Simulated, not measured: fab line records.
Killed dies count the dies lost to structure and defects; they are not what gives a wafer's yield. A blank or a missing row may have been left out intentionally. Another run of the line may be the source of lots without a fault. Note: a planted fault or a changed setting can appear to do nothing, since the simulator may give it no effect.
Chamber matching + flow gf180mcu + pecvd-04 running GF_V4_CVD_02: 3 sister chambers
The step deposits SiO2 from TEOS, target thk 850 nm, time 94.851 s. 3 wafers are shown with their chamber, then 8 later ones without.

## WAFERS WITH THEIR CHAMBER
| wafer  | chamber | heaterPowerW (W) |
|--------|---------|------------------|
| L516.4 | 0       | 588              |
| L517.2 | 1       | 690              |
| L523.1 | 2       | 746              |

## WAFERS WHOSE CHAMBER IS MISSING
| wafer  | heaterPowerW (W) |
|--------|------------------|
| L523.2 | 559              |
| L523.4 | 619              |
| L524.1 | 587              |
| L524.3 | 618              |
| L524.5 | 627              |
| L528.1 | 564              |
| L528.4 | 710              |
| L528.5 | 621              |

## THE CHAMBER EACH PASSED THROUGH
| wafer  | from the rows above     | in truth                   |
|--------|-------------------------|----------------------------|
| L523.2 | 0                       | 0                          |
| L523.4 | can't be placed: 0 or 1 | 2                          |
| L524.1 | 0                       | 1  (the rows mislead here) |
| L524.3 | can't be placed: 0 or 1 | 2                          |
| L524.5 | can't be placed: 0 or 1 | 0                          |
| L528.1 | 0                       | 0                          |
| L528.4 | can't be placed: 1 or 2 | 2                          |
| L528.5 | can't be placed: 0 or 1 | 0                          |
2 of 8 placed correctly. These rows do not allow placing 5 (true chamber among the candidates in 3). Placed wrongly: 1.
How it was worked out, from the rows above alone: a wafer's distance from a chamber is the root of the sum, over the readings, of the square of ((its reading less the chamber's mean) divided by the reading's scatter). If the next closest chamber is less than 2 further off than the closest, the wafer can't be placed; otherwise it belongs to the closest. A chamber's mean is the mean of its shown wafers. The scatter (one wafer shown for each chamber): square how far every hidden wafer sits from the nearest shown wafer, average those squares and take the square root.
